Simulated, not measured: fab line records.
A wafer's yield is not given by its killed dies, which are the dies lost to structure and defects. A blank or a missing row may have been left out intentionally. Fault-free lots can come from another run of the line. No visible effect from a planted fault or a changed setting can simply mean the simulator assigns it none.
Matching of chambers + flow gf180mcu + 3 sister chambers for GF_PASSIVATION_CVD_00 on pecvd-02
The step deposits SiO2 from TEOS, target thk 1000 nm, time 111.95 s. 14 wafers are shown with their chamber, then 7 later ones without.

## WAFERS, EACH WITH ITS CHAMBER
| wafer  | chamber | heaterPowerW (W) |
|--------|---------|------------------|
| L762.1 | 0       | 571              |
| L762.2 | 2       | 685              |
| L762.6 | 2       | 712              |
| L764.1 | 0       | 520              |
| L764.4 | 2       | 752              |
| L764.6 | 0       | 572              |
| L765.2 | 2       | 697              |
| L765.3 | 1       | 574              |
| L765.6 | 0       | 489              |
| L766.2 | 0       | 526              |
| L766.4 | 0       | 549              |
| L766.6 | 1       | 522              |
| L768.2 | 1       | 501              |
| L768.5 | 2       | 757              |

SIGNATURES (means of the wafers above)
| reading      | chamber 0 | chamber 1 | chamber 2 | scatter within a chamber |
|--------------|-----------|-----------|-----------|--------------------------|
| heaterPowerW | 537.83    | 532.33    | 720.60    | 33.4                     |
Rule: a wafer lies at a distance from a chamber equal to the root of the sum of squares, over the readings, of (its reading less the chamber's mean, divided by the reading's scatter). If the next closest chamber is less than 2 further off than the closest, the wafer can't be placed; otherwise it belongs to the closest. The scatter: the root of (the sum of the squares of (reading less its chamber's mean) over the shown wafers, divided by (wafers less chambers)).

## WAFERS MISSING THEIR CHAMBER
| wafer  | heaterPowerW (W) |
|--------|------------------|
| L768.6 | 551              |
| L769.1 | 707              |
| L769.2 | 515              |
| L769.5 | 581              |
| L772.1 | 731              |
| L772.3 | 443              |
| L772.6 | 759              |

## THE CHAMBER EACH PASSED THROUGH
| wafer  | from the rows above     | in truth |
|--------|-------------------------|----------|
| L768.6 | can't be placed: 0 or 1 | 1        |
| L769.1 | 2                       | 2        |
| L769.2 | can't be placed: 1 or 0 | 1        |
| L769.5 | can't be placed: 0 or 1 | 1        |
| L772.1 | 2                       | 2        |
| L772.3 | can't be placed: 1 or 0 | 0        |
| L772.6 | 2                       | 2        |
Correct placement for 3 of the 7. Can't be placed from these rows: 4 (the true chamber is among the candidates in 4). Placed wrongly: 0.
